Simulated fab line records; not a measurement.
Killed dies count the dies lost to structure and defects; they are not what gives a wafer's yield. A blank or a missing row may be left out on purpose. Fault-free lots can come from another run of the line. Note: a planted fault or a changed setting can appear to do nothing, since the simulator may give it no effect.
Matching of chambers + flow gf180mcu + GF_STI_CMP_25 on cmp-01: 4 sister chambers
The step polishes, stops on Si3N4, t overpolish 33 s, target thk 524.6 nm. 4 wafers are shown with their chamber, then 9 later ones without.

WAFERS WITH THEIR CHAMBER
| wafer  | chamber | motor current A (A) |
|--------|---------|---------------------|
| L719.6 | 1       | 14.6                |
| L721.1 | 3       | 11.0                |
| L721.4 | 2       | 10.5                |
| L721.6 | 0       | 12.0                |

WAFERS WITH NO CHAMBER GIVEN
| wafer  | motor current A (A) |
|--------|---------------------|
| L723.4 | 11.6                |
| L723.5 | 11.5                |
| L723.6 | 12.2                |
| L725.1 | 12.0                |
| L725.2 | 11.4                |
| L725.4 | 10.4                |
| L726.1 | 11.7                |
| L726.3 | 11.4                |
| L726.5 | 12.3                |

EACH ONE'S CHAMBER
| wafer  | from the rows above          | in truth |
|--------|------------------------------|----------|
| L723.4 | can't be placed: 0 or 3      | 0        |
| L723.5 | can't be placed: 0 or 3 or 2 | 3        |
| L723.6 | 0                            | 0        |
| L725.1 | 0                            | 0        |
| L725.2 | can't be placed: 3 or 0 or 2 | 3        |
| L725.4 | can't be placed: 2 or 3      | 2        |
| L726.1 | can't be placed: 0 or 3      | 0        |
| L726.3 | can't be placed: 3 or 0 or 2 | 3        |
| L726.5 | 0                            | 0        |
Correctly placed: 3 of 9. From these rows, 6 cannot be placed; in 6 the true chamber is one of the candidates. Wrongly placed: 0.
How it was worked out, from the rows above alone: a wafer's distance from a chamber is the root of the sum, over the readings, of the square of ((its reading less the chamber's mean) divided by the reading's scatter). If the next closest chamber is less than 2 further off than the closest, the wafer can't be placed; otherwise it belongs to the closest. For every chamber, the mean is computed from those of its wafers that are shown. The scatter (one wafer shown for each chamber): square how far every hidden wafer sits from the nearest shown wafer, average those squares and take the square root.
